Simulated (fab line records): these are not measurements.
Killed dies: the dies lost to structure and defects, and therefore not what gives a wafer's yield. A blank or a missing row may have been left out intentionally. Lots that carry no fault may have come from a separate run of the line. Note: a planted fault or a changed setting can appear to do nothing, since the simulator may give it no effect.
Problem report in the 8D (eight disciplines) form, filled by code ; flow gf180mcu ; the parts of the form that need people (team, actions taken, sign-off) are left out

## 1. THE ISSUE
Mean of run-length-s at GF_HV_LDD_CLEAN_51: 48 s across 6 wafers in 2 lots; on wafers with no fault it is 178 s (standard deviation 3.5). Relative to the usual mean, that is a shift of -37 standard deviations.
The step: cleans in SC1/SC2, time 150 s.
First observed at day 16 17:18: wafer L675.1, on wet-bench-04. At this step, 18 wafers from 6 lots have a number in the record. The rule behind "out" and "out of limits": a value lying over 4 standard deviations away from the usual mean. All remaining wafers that have a number are taken as sound.

## 2. WHAT IT IS AND WHAT IT IS NOT
question;is;is not
which readings at this step;run-length-s;temp-c
which lots;L675, L676;L663, L665, L680, L686
which wafers of those lots;all that have a number;-
read on which tools;wet-bench-04;wet-bench-01, wet-bench-03
when;from day 16 17:18;"up to then (6 sound wafers); but 6 sound wafers of L680, L686 came after"

## 3. SUSPECTS, AND WHAT RULES EACH OUT
Counting: a tool stays on the suspect list if, at a process step up to the reading, it processed all lots that are out and no sound lot following the first of them.
- plasma-asher-03 at GF_HV_LDD_STRIP_49 (strips in O2/N2): ruled out as a lasting fault. Sound lots L680 ran on it after its first lot that is out, L675 (day 16 17:08).
- wet-bench-04 at GF_HV_LDD_CLEAN_51 (cleans in SC1/SC2, time 150 s): kept. All lots that are out passed through it, beginning with L675 at day 16 17:18, and no sound lot followed; its final sound lot before that point was L663 at day 12 10:45. On those wafers its own readings are out: run-length-s.
The count leaves wet-bench-04 at GF_HV_LDD_CLEAN_51.

## 4. THE CAUSE (what the simulator had put in)
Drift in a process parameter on wet-bench-04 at GF_HV_LDD_CLEAN_51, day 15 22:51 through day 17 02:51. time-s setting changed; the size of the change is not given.
The count eliminated every tool but this one.

## 5. THE EFFECT CHAIN, in route order
Each row: a reading whose mean over the struck wafers that have a number lies more than 3 standard deviations from the usual. Readings are gone through only where the record gives a usual standard deviation; hours: the median, over the lots, of the time from a lot's start at the first step in this table giving one to that lot's start at this step; sigmas: the change measured in usual standard deviations.
hours;step;reading;usual;on struck wafers;change;sigmas
0;GF_HV_LDD_CLEAN_51;run-length-s;178 s;48;-130;-37
Process steps it contains:
- GF_HV_LDD_CLEAN_51: cleans in SC1/SC2, time 150 s.

## 6. HOW IT WOULD HAVE BEEN CAUGHT EARLIER
18 hours passed between the start of the fault at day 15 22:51 and the first reading out of limits in this record, taken at day 16 17:18.
